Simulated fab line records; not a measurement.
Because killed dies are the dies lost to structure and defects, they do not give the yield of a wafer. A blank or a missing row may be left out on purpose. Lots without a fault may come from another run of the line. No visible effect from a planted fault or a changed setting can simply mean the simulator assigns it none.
Which tool is to blame? :: flow sky130 :: 7 lots (21 wafers sampled), 1 step of a 708-step route

## WHAT THE GAUGES READ, wafer by wafer
SKY_SONOS_TUNNEL_CD_MEAS_07: target cd 410 nm.
lot: L816
measured: day 12 04:32
on: cd sem-01
cd nm (nm): 410.7 410.8 412.4

lot: L818
measured: day 12 16:36
on: cd sem-01
cd nm (nm): 406.0 407.3 406.2

lot: L823
measured: day 14 07:04
on: cd sem-02
cd nm (nm): 414.2 414.1 414.2

lot: L831
measured: day 16 20:47
on: cd sem-02
cd nm (nm): 409.9 412.0 412.3

lot: L833
measured: day 17 09:25
on: cd sem-02
cd nm (nm): 409.2 412.1 410.2

lot: L835
measured: day 18 03:00
on: cd sem-01
cd nm (nm): 410.2 409.8 409.6

lot: L837
measured: day 19 00:27
on: cd sem-01
cd nm (nm): 408.4 410.0 408.7

## TOOL THAT RAN EACH LOT (tool first, then ch and the chambers of the sampled wafers, then the start)
The record holds no process step before these readings.

## THE ANSWER, worked out from the rows above alone
Rule: usual is defined by the lots themselves. The widest of any qualifying gaps counts: lots, ordered by their means at a reading, are off when they make up no more than a third of the lots, leave a main group of 4 or more, and stand apart from it by 3 or more times the standard deviation of that group's means. If all means in a main group match to the digits the tables above print for the reading, that group is not used. A lot without any number at a reading at which 4 lots or more have one is off too. Any other lot the step has rows for is counted as sound.
Across all readings shown, no lot is off: no conclusion can be drawn from this.

## WHAT HAD BEEN PUT IN BY THE SIMULATOR
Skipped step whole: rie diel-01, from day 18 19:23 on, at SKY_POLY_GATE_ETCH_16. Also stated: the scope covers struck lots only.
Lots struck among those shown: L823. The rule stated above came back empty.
